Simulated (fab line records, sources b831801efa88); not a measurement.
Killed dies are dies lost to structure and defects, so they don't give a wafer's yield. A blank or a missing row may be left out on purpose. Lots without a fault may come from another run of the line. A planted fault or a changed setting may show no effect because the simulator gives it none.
Chamber matching | flow sfq_line | SFQ_TRILAYER_I2_CMP_CMP_064 on cmp-01: 4 sister chambers
The step polishes SiO2. 16 wafers are shown with their chamber, then 8 later ones without.

WAFERS WITH THEIR CHAMBER
wafer  | chamber | motor_current_A (A) | time_to_endpoint_s (s)
L895.2 | 3       | 10.2                | 208
L895.3 | 0       | 10.1                | 211
L895.5 | 0       | 9.4                 | 222
L907.1 | 2       | 9.8                 | 221
L907.3 | 1       | 11.2                | 215
L907.5 | 1       | 10.5                | 220
L908.3 | 0       | 9.9                 | 205
L908.5 | 3       | 9.8                 | 205
L908.6 | 0       | 10.0                | 208
L909.3 | 1       | 10.1                | 212
L909.4 | 2       | 10.1                | 215
L909.5 | 3       | 9.9                 | 215
L911.1 | 0       | 10.0                | 204
L911.3 | 3       | 9.9                 | 201
L911.5 | 1       | 10.5                | 218
L912.4 | 1       | 10.7                | 222

SIGNATURES (means of the wafers above)
reading            | chamber 0 | chamber 1 | chamber 2 | chamber 3 | scatter within a chamber
motor_current_A    | 9.880     | 10.600    | 9.950     | 9.950     | 0.3
time_to_endpoint_s | 210.00    | 217.40    | 218.00    | 207.25    | 5.74
Rule: a wafer's distance from a chamber is the root of the sum, over the readings, of the square of ((its reading less the chamber's mean) divided by the reading's scatter). The wafer belongs to the nearest chamber; if the next one is less than 2 further off, it can't be placed. The scatter: the root of (the sum of the squares of (reading less its chamber's mean) over the shown wafers, divided by (wafers less chambers)).

WAFERS WITHOUT THEIR CHAMBER
wafer  | motor_current_A (A) | time_to_endpoint_s (s)
L912.1 | 10.1                | 212
L912.5 | 9.9                 | 219
L914.2 | 11.0                | 211
L914.3 | 10.1                | 203
L914.4 | 9.3                 | 200
L916.2 | 10.2                | 218
L916.5 | 10.0                | 218
L916.6 | 10.0                | 215

WHICH CHAMBER EACH WENT THROUGH
wafer  | from the rows above               | in truth
L912.1 | can't be placed: 0 or 3 or 2 or 1 | 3
L912.5 | can't be placed: 2 or 0 or 3      | 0
L914.2 | can't be placed: 1 or 3 or 2 or 0 | 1
L914.3 | can't be placed: 3 or 0 or 2      | 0
L914.4 | can't be placed: 3 or 0 or 2      | 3
L916.2 | can't be placed: 2 or 1 or 0 or 3 | 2
L916.5 | can't be placed: 2 or 0 or 3 or 1 | 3
L916.6 | can't be placed: 2 or 0 or 3 or 1 | 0
Placed correctly: 0 of 8. Can't be placed from these rows: 8 (the true chamber is among the candidates in 8). Placed wrongly: 0.
